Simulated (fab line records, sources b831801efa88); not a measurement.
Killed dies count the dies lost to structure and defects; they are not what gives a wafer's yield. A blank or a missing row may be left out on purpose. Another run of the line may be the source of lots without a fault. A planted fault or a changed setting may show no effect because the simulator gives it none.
8D (eight disciplines) problem report, filled in by code ; flow sky130 ; the parts of the form that need people (team, actions taken, sign-off) are left out

1. THE PROBLEM
Wafers without a fault read 116.6 s, standard deviation 0.31; runLengthS at SKY_METAL4_ETCH_16 reads a mean of 88.6 s on 3 wafers belonging to 2 lots. Relative to the usual mean, that is a shift of -90 standard deviations.
The step: etches BARC in N2/H2, stops on SiO2, time 88.2 s, target depth 60 nm.
Earliest sighting: wafer L711.6 on rieMetal-01 at day 46 20:50. Wafers with a number at this step in the record: 18, from 6 lots. The rule behind "out" and "out of limits": a value lying over 4 standard deviations away from the usual mean. All remaining wafers that have a number are taken as sound.

2. WHAT IT IS, WHAT IT ISN'T
question;is;is not
which readings at this step;runLengthS, oesProductAu;chamberPressureMTorr, drypumpMotorCurrentA, heBacksideLeakSccm
which lots;L711, L712;L693, L694, L702, L714
which wafers of those lots;L711.6, L712.1, L712.6;L711.3, L711.5, L712.4
read on which tools;rieMetal-01;rieMetal-02, rieMetal-04
when;from day 46 20:50;"up to then (11 sound wafers); but 4 sound wafers of L712, L714 came after"

3. SUSPECTS, AND WHAT RULES EACH OUT
Counting: a tool at a process step up to the reading stays a suspect if it ran every lot that is out. Sound lots after the first of them don't rule it out here, since some wafers of a struck lot are sound.
- rieMetal-01 at SKY_METAL4_DESCUM_15 (chemistry O2, time 8 s): kept. Ran every lot that is out, first one L711 (day 46 20:47); last sound lot up to then L702 (day 44 14:04).
- rieMetal-01 at SKY_METAL4_ETCH_16 (etches BARC in N2/H2, stops on SiO2, time 88.2 s, target depth 60 nm): kept. Ran every lot that is out, first one L711 (day 46 20:50); last sound lot up to then L702 (day 44 14:10). Out on those wafers are its own readings of oesProductAu, runLengthS.
- At SKY_METAL4_DESCUM_15 on rieMetal-01, chamber 0 took the sound wafers of the same lots and chamber 1 took the wafers that are out.
- At SKY_METAL4_ETCH_16 on rieMetal-01, chamber 0 took the sound wafers of the same lots and chamber 1 took the wafers that are out.
The count leaves rieMetal-01 at SKY_METAL4_ETCH_16 and rieMetal-01 at SKY_METAL4_DESCUM_15.

4. THE CAUSE (what the simulator had put in)
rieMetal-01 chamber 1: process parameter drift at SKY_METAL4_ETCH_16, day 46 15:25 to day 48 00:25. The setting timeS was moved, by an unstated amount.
This tool is one of the 2 suspects left after counting.

5. SEQUENCE OF EFFECTS, ordered by route
Each row: a reading whose mean over the struck wafers that have a number lies more than 3 standard deviations from the usual. Only readings for which the record gives a usual standard deviation are gone through. hours: the time from each lot's start at the first step in this table that gives one to its start at this step, as a median over the lots. sigmas: the change in usual standard deviations.
hours;step;reading;usual;on struck wafers;change;sigmas
0;SKY_METAL4_ETCH_16;oesProductAu;0.627 a.u.;0.860;+0.233;+54
0;SKY_METAL4_ETCH_16;runLengthS;116.6 s;88.6;-28.0;-90
Process steps it contains:
- SKY_METAL4_ETCH_16: etches BARC in N2/H2, stops on SiO2, time 88.2 s, target depth 60 nm.

6. WHAT WOULD HAVE CAUGHT IT SOONER
In this record the first reading out of limits was taken at day 46 20:50, 5 hours after the fault began at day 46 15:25.
